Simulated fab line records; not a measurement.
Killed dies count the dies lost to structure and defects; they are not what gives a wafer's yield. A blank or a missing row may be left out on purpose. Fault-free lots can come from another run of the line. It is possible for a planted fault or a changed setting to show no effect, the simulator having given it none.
Which of the tools did it? + flow gf180mcu + 12 lots with 36 wafers sampled at 3 steps, on a route of 602 steps

## WHAT THE GAUGES READ, wafer by wafer
GF_DUAL_GATE_THK_MEAS_03.
| lot  | measured     | on           | DUAL_GATE_OXIDATION_00_THK (nm) |
|------|--------------|--------------|---------------------------------|
| L338 | day 7 15:08  | filmMetro-01 | 11.22 11.07 11.32               |
| L339 | day 8 01:23  | filmMetro-02 | 10.85 10.77 10.93               |
| L346 | day 9 11:23  | filmMetro-02 | 10.83 10.83 10.83               |
| L347 | day 9 17:14  | filmMetro-03 | 10.69 10.51 10.69               |
| L350 | day 10 10:29 | filmMetro-02 | 10.63 10.72 10.68               |
| L352 | day 11 00:34 | filmMetro-02 | 12.13 12.06 11.83               |
| L353 | day 11 14:18 | filmMetro-03 | 12.15 12.14 12.29               |
| L354 | day 11 14:19 | filmMetro-01 | 12.57 12.45 12.49               |
| L358 | day 12 14:00 | filmMetro-03 | 11.25 11.20 11.09               |
| L359 | day 13 03:53 | filmMetro-03 | 10.75 10.81 10.50               |
| L360 | day 13 03:52 | filmMetro-02 | 10.73 10.66 10.58               |
| L361 | day 13 14:50 | filmMetro-01 | 10.91 10.70 10.86               |

GF_HV_LDD_OVL_MEAS_08.
| lot  | measured     | on         | HV_LDD_OVL (nm) |
|------|--------------|------------|-----------------|
| L338 | day 9 19:07  | overlay-02 | 0.7 0.0 -1.9    |
| L339 | day 10 02:07 | overlay-01 | 0.2 -1.2 1.8    |
| L346 | day 12 03:01 | overlay-01 | 0.0 0.0 0.3     |
| L347 | day 12 15:11 | overlay-01 | -0.3 -0.6 0.5   |
| L350 | day 13 04:56 | overlay-02 | -0.3 -0.2 -1.4  |
| L352 | day 13 21:23 | overlay-02 | 1.6 -0.5 0.5    |
| L353 | day 14 13:46 | overlay-01 | 1.3 -1.6 1.2    |
| L354 | day 14 14:43 | overlay-02 | -1.5 -0.4 -2.3  |
| L358 | day 15 17:40 | overlay-02 | -1.0 -3.8 -2.4  |
| L359 | day 16 06:40 | overlay-01 | -1.4 0.7 0.8    |
| L360 | day 16 06:47 | overlay-02 | 0.1 0.2 -0.3    |
| L361 | day 16 20:00 | overlay-01 | -2.1 -1.5 -0.4  |

## TOOL THAT RAN EACH LOT (tool first, then ch and the chambers of the sampled wafers, then the start)
| lot  | GF_DUAL_GATE_OXIDATION_02     |
|------|-------------------------------|
| L338 | furnace-02 ch 0, day 7 13:42  |
| L339 | furnace-02 ch 0, day 7 23:56  |
| L346 | furnace-02 ch 0, day 9 09:56  |
| L347 | furnace-01 ch 0, day 9 15:46  |
| L350 | furnace-02 ch 0, day 10 09:02 |
| L352 | furnace-02 ch 0, day 10 23:07 |
| L353 | furnace-02 ch 0, day 11 12:52 |
| L354 | furnace-02 ch 0, day 11 12:52 |
| L358 | furnace-01 ch 0, day 12 12:32 |
| L359 | furnace-01 ch 0, day 13 02:26 |
| L360 | furnace-01 ch 0, day 13 02:26 |
| L361 | furnace-01 ch 0, day 13 13:22 |
- GF_DUAL_GATE_OXIDATION_02: stabilise 600 s, purge 300 s, target thk 10.887 nm.

## WHAT THE TOOLS THEMSELVES READ (means of the sampled wafers that have a number; where no wafer has one, the mark that the record gives instead)
GF_DUAL_GATE_OXIDATION_02.
| lot  | tool       | spikeTcBottomC (C) | spikeTcCentreC (C) | spikeTcLowerC (C) | spikeTcTopC (C) | spikeTcUpperC (C) | zonePowerLowerPct (%) |
|------|------------|--------------------|--------------------|-------------------|-----------------|-------------------|-----------------------|
| L338 | furnace-02 | 924                | 900.6              | 898.2             | 912.5           | 901.2             | 18.6                  |
| L339 | furnace-02 | 923                | 901.0              | 899.4             | 912.5           | 900.6             | 18.8                  |
| L346 | furnace-02 | 924                | 900.8              | 899.2             | 913.0           | 901.2             | 18.8                  |
| L347 | furnace-01 | 916                | 901.1              | 901.9             | 910.4           | 899.9             | 18.0                  |
| L350 | furnace-02 | 924                | 900.3              | 899.4             | 912.2           | 900.4             | 18.6                  |
| L352 | furnace-02 | 932                | 909.2              | 907.7             | 920.4           | 910.0             | 19.1                  |
| L353 | furnace-02 | 932                | 908.4              | 908.4             | 921.7           | 909.2             | 19.0                  |
| L354 | furnace-02 | 932                | 908.7              | 908.5             | 920.9           | 910.4             | 19.1                  |
| L358 | furnace-01 | 915                | 901.1              | 901.3             | 911.5           | 900.5             | 18.0                  |
| L359 | furnace-01 | 915                | 900.6              | 900.6             | 911.0           | 898.7             | 17.8                  |
| L360 | furnace-01 | 915                | 900.3              | 901.6             | 912.1           | 899.9             | 18.3                  |
| L361 | furnace-01 | 916                | 900.6              | 901.7             | 910.5           | 900.4             | 17.9                  |

## THE ANSWER, worked out from the rows above alone
Rule: the lots themselves supply what counts as usual. The widest of any qualifying gaps counts: lots, ordered by their means at a reading, are off when they make up no more than a third of the lots, leave a main group of 4 or more, and stand apart from it by 3 or more times the standard deviation of that group's means. A main group is skipped when, at the precision printed for the reading in the tables above, its means are all equal. A lot without any number at a reading at which 4 lots or more have one is off too. Where the step has rows for the other lots, those lots are counted as sound. The gauges are gone through in route order, then the tools' own readings, and for those a lot's mean is taken as printed above. The first step at which some lot is off is used, and at that step the reading that is off furthest; a lot without a number counts as furthest.
Off: at GF_DUAL_GATE_THK_MEAS_03 (DUAL_GATE_OXIDATION_00_THK), L352, L353, L354. The main group: mean 10.84 nm, standard deviation 0.2.
A tool fits if, at a process step before that reading, it ran every lot that is off, and no sound lot after the first of them. The gauges at GF_DUAL_GATE_THK_MEAS_03 aren't tried: what is off there is off at GF_DUAL_GATE_OXIDATION_02 too, on other tools, and a gauge's error can't cause that. One fits: furnace-02 at GF_DUAL_GATE_OXIDATION_02. Its last sound lot is L350 (day 10 09:02), its first lot that is off L352 (day 10 23:07): a fault that began between those two fits.
The tool's own readings at GF_DUAL_GATE_OXIDATION_02 bear it out: on the lots that are off they differ by more than 5 times the standard deviation of the sound lots' means. spikeTcCentreC reads 908.8 C there against 900.7 C on the sound lots; spikeTcLowerC reads 908.2 C there against 900.4 C on the sound lots; spikeTcTopC reads 921.0 C there against 911.7 C on the sound lots; spikeTcUpperC reads 909.9 C there against 900.3 C on the sound lots.

## WHAT WAS PUT IN BY THE SIMULATOR
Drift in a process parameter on furnace-02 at GF_DUAL_GATE_OXIDATION_02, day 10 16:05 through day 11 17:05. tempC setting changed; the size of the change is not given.
Struck lots among those shown: L352, L353, L354. The rule above reached the same finding.
